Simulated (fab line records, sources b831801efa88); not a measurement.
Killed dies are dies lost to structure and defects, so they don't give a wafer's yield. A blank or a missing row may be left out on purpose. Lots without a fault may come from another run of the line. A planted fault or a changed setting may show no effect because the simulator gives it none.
Which tool did it? | flow gf180mcu | 14 lots, 42 wafers sampled, at 6 steps of a route of 602

WHAT THE GAUGES READ, wafer by wafer
GF_STI_CD_MEAS_12: target cd 220 nm.
lot  | measured    | on        | cd_nm (nm)
L945 | day 2 04:00 | cd_sem-01 | 218.4 219.3 218.7
L946 | day 2 06:33 | cd_sem-02 | 218.9 217.3 219.0
L948 | day 2 17:57 | cd_sem-01 | 219.4 220.2 220.3
L949 | day 2 21:42 | cd_sem-02 | 220.7 220.0 220.6
L950 | day 3 03:07 | cd_sem-01 | 219.3 218.0 218.8
L951 | day 3 08:42 | cd_sem-01 | 219.0 219.0 218.3
L954 | day 3 23:33 | cd_sem-01 | 219.0 219.0 219.9
L955 | day 4 04:49 | cd_sem-02 | 220.0 220.4 221.2
L957 | day 4 15:02 | cd_sem-01 | 219.2 219.8 221.0
L962 | day 5 17:54 | cd_sem-02 | 218.2 218.5 219.6
L963 | day 5 22:25 | cd_sem-02 | 221.4 221.2 219.2
L966 | day 6 13:09 | cd_sem-01 | 218.3 219.0 219.4
L967 | day 6 18:10 | cd_sem-01 | 222.3 222.0 221.9
L968 | day 7 00:32 | cd_sem-01 | 217.8 218.1 218.4

GF_VT_IMPLANT_TW_MEAS_21.
lot  | measured     | on            | VT_IMPLANT_2_TW
L945 | day 6 08:11  | film_metro-01 | 1214 1215 1218
L946 | day 6 11:06  | film_metro-02 | 1190 1193 1195
L948 | day 7 01:48  | film_metro-03 | 1179 1179 1185
L949 | day 7 05:38  | film_metro-01 | 1206 1203 1211
L950 | day 7 10:40  | film_metro-03 | 1191 1180 1193
L951 | day 7 17:56  | film_metro-02 | 1190 1194 1193
L954 | day 8 12:47  | film_metro-01 | 1218 1217 1210
L955 | day 8 19:59  | film_metro-01 | 1214 1212 1206
L957 | day 9 08:38  | film_metro-03 | 1180 1180 1187
L962 | day 10 16:49 | film_metro-01 | 30 30 30
L963 | day 10 20:52 | film_metro-02 | 30 30 30
L966 | day 11 13:46 | film_metro-03 | 1183 1187 1182
L967 | day 11 21:33 | film_metro-02 | 1196 1198 1201
L968 | day 12 09:30 | film_metro-01 | 1209 1206 1208

GF_POLY_GATE_CD_MEAS_18.
lot  | measured     | on        | cd_nm (nm)
L945 | day 9 09:14  | cd_sem-02 | 278.2 281.3 282.8
L946 | day 9 13:57  | cd_sem-01 | 280.6 279.5 282.3
L948 | day 10 07:38 | cd_sem-01 | 279.2 282.4 280.2
L949 | day 10 15:55 | cd_sem-02 | 279.3 282.1 282.6
L950 | day 10 15:54 | cd_sem-01 | 278.4 280.9 280.4
L951 | day 10 23:59 | cd_sem-02 | 284.2 280.1 284.0
L954 | day 11 22:39 | cd_sem-01 | 282.5 281.3 283.4
L955 | day 12 07:13 | cd_sem-01 | 279.2 278.3 278.4
L957 | day 12 18:49 | cd_sem-02 | 282.3 277.9 281.7
L966 | day 15 12:43 | cd_sem-02 | 279.3 278.7 279.5
L967 | day 15 18:16 | cd_sem-01 | 280.0 282.2 279.9
L968 | day 16 06:06 | cd_sem-02 | 276.9 280.5 280.2

GF_HV_LDD_THK_MEAS_55.
lot  | measured     | on            | HV_LDD_CVD_54_THK (nm)
L945 | day 12 13:40 | film_metro-01 | 9.98 10.04 10.13
L946 | day 12 17:17 | film_metro-01 | 10.21 10.13 10.17
L948 | day 13 13:59 | film_metro-02 | 10.12 10.15 10.17
L949 | day 14 02:38 | film_metro-01 | 10.04 10.03 10.20
L950 | day 14 01:06 | film_metro-04 | 10.27 10.23 10.24
L951 | day 14 10:48 | film_metro-04 | 10.11 10.18 10.40
L954 | day 15 11:41 | film_metro-01 | 10.11 10.20 10.08
L955 | day 15 19:11 | film_metro-02 | 9.95 10.04 9.87
L957 | day 16 10:50 | film_metro-02 | 9.97 9.94 9.94
L966 | day 19 11:24 | film_metro-04 | 10.00 9.98 10.03
L967 | day 19 17:02 | film_metro-04 | 9.88 9.89 9.84
L968 | day 20 06:17 | film_metro-04 | 10.10 10.16 10.17

WHICH TOOL RAN EACH LOT (tool, then ch and the chambers of the sampled wafers, then the start)
lot  | GF_VT_IMPLANT_STRIP_09               | GF_VT_IMPLANT_STRIP_20
L945 | plasma_asher-01 ch 0, day 5 17:43    | plasma_asher-03 ch 0,1, day 6 08:05
L946 | plasma_asher-01 ch 0,1, day 5 20:51  | plasma_asher-03 ch 0,1, day 6 11:00
L948 | plasma_asher-04 ch 0,1, day 6 10:38  | plasma_asher-03 ch 0,1, day 7 01:42
L949 | plasma_asher-01 ch 0,1, day 6 13:32  | plasma_asher-01 ch 0,1, day 7 05:31
L950 | plasma_asher-04 ch 0,1, day 6 19:47  | plasma_asher-03 ch 0,1, day 7 10:34
L951 | plasma_asher-04 ch 0,1, day 7 03:03  | plasma_asher-04 ch 0,1, day 7 17:50
L954 | plasma_asher-03 ch 0,1, day 7 20:22  | plasma_asher-04 ch 0,1, day 8 12:41
L955 | plasma_asher-04 ch 0,1, day 8 03:43  | plasma_asher-01 ch 0,1, day 8 19:53
L957 | plasma_asher-01 ch 0,1, day 8 16:04  | plasma_asher-04 ch 0,1, day 9 08:32
L962 | plasma_asher-01 ch 0,1, day 9 23:53  | plasma_asher-01 ch 0,1, day 10 16:43
L963 | plasma_asher-04 ch 1, day 10 03:35   | plasma_asher-01 ch 0,1, day 10 20:46
L966 | plasma_asher-03 ch 0,1, day 10 19:28 | plasma_asher-04 ch 0,1, day 11 13:39
L967 | plasma_asher-04 ch 0,1, day 11 02:35 | plasma_asher-01 ch 0,1, day 11 21:28
L968 | plasma_asher-03 ch 0,1, day 11 13:21 | plasma_asher-04 ch 0,1, day 12 09:24
- GF_VT_IMPLANT_STRIP_09: strips in O2/N2.
- GF_VT_IMPLANT_STRIP_20: strips in O2/N2.

WHAT THE TOOLS THEMSELVES READ (means of the sampled wafers that have a number; where no wafer has one, the mark that the record gives instead)
GF_VT_IMPLANT_STRIP_09.
lot  | tool            | chamber_pressure_mTorr (mTorr) | drypump_motor_current_A (A) | heater_power_w (W) | o2_flow_sccm (sccm) | oes_product_au (a.u.) | strip_time_to_endpoint_s (s)
L945 | plasma_asher-01 | 1500.9                         | 5.8                         | 392                | 3003                | 0.718                 | 12.65
L946 | plasma_asher-01 | 1500.3                         | 6.0                         | 324                | 2999                | 0.716                 | 12.68
L948 | plasma_asher-04 | 1500.4                         | 5.4                         | 288                | 2995                | 0.718                 | 12.58
L949 | plasma_asher-01 | 1500.1                         | 5.9                         | 349                | 3009                | 0.717                 | 12.57
L950 | plasma_asher-04 | 1500.3                         | 5.4                         | 289                | 3007                | 0.719                 | 12.59
L951 | plasma_asher-04 | 1500.3                         | 5.3                         | 298                | 3001                | 0.714                 | 12.57
L954 | plasma_asher-03 | 1499.4                         | 5.6                         | 293                | 3002                | 0.712                 | 12.63
L955 | plasma_asher-04 | 1500.5                         | 5.4                         | 299                | 3004                | 0.717                 | 12.64
L957 | plasma_asher-01 | 1500.8                         | 5.9                         | 355                | 3008                | 0.712                 | 12.66
L962 | plasma_asher-01 | -                              | -                           | -                  | -                   | -                     | -
L963 | plasma_asher-04 | -                              | -                           | -                  | -                   | -                     | -
L966 | plasma_asher-03 | 1501.4                         | 5.4                         | 298                | 2999                | 0.718                 | 12.63
L967 | plasma_asher-04 | 1499.8                         | 5.4                         | 290                | 2997                | 0.715                 | 12.59
L968 | plasma_asher-03 | 1501.2                         | 5.4                         | 297                | 3012                | 0.716                 | 12.62

GF_VT_IMPLANT_STRIP_20.
lot  | tool            | chamber_pressure_mTorr (mTorr) | drypump_motor_current_A (A) | heater_power_w (W) | o2_flow_sccm (sccm) | oes_product_au (a.u.) | strip_time_to_endpoint_s (s)
L945 | plasma_asher-03 | 1499.5                         | 5.4                         | 297                | 3006                | 0.718                 | 12.65
L946 | plasma_asher-03 | 1500.4                         | 5.6                         | 291                | 2993                | 0.719                 | 12.65
L948 | plasma_asher-03 | 1500.5                         | 5.6                         | 293                | 3000                | 0.711                 | 12.59
L949 | plasma_asher-01 | 1500.2                         | 6.0                         | 324                | 3004                | 0.717                 | 12.60
L950 | plasma_asher-03 | 1499.5                         | 5.7                         | 294                | 2992                | 0.720                 | 12.60
L951 | plasma_asher-04 | 1501.3                         | 5.4                         | 301                | 3001                | 0.714                 | 12.64
L954 | plasma_asher-04 | 1498.4                         | 5.4                         | 294                | 2990                | 0.715                 | 12.65
L955 | plasma_asher-01 | 1498.9                         | 6.0                         | 319                | 2998                | 0.718                 | 12.59
L957 | plasma_asher-04 | 1501.1                         | 5.4                         | 307                | 2998                | 0.716                 | 12.63
L962 | plasma_asher-01 | 1499.0                         | 6.0                         | 322                | 3004                | 0.721                 | 27.57
L963 | plasma_asher-01 | 1498.7                         | 6.0                         | 321                | 3008                | 0.721                 | 27.57
L966 | plasma_asher-04 | 1500.4                         | 5.4                         | 291                | 3003                | 0.713                 | 12.60
L967 | plasma_asher-01 | 1499.4                         | 6.0                         | 321                | 2997                | 0.716                 | 12.60
L968 | plasma_asher-04 | 1499.5                         | 5.4                         | 300                | 3001                | 0.706                 | 12.61

THE ANSWER, worked out from the rows above alone
Rule: what is usual is taken from the lots themselves. Put in order of their means at a reading, lots are off if they are a third of the lots or fewer, leave a main group of 4 or more, and stand apart from it by a gap of 3 or more times the standard deviation of the main group's means; of several such gaps the widest counts. A main group whose means are all the same, to the digits that the tables above print for the reading, isn't used. A lot without any number at a reading at which 4 lots or more have one is off too. The other lots that the step has rows for count as sound. The gauges are gone through in route order, then the tools' own readings, and for those a lot's mean is taken as printed above. The first step at which some lot is off is used, and at that step the reading that is off furthest; a lot without a number counts as furthest.
Off: L962, L963, at GF_VT_IMPLANT_TW_MEAS_21 (VT_IMPLANT_2_TW). The main group: mean 1198, standard deviation 12.
A tool fits if, at a process step before that reading, it ran every lot that is off, and no sound lot after the first of them. The gauges at GF_VT_IMPLANT_TW_MEAS_21 aren't tried: what is off there is off at GF_VT_IMPLANT_STRIP_09 too, on other tools, and a gauge's error can't cause that. None of those tried fits.

WHAT THE SIMULATOR HAD PUT IN
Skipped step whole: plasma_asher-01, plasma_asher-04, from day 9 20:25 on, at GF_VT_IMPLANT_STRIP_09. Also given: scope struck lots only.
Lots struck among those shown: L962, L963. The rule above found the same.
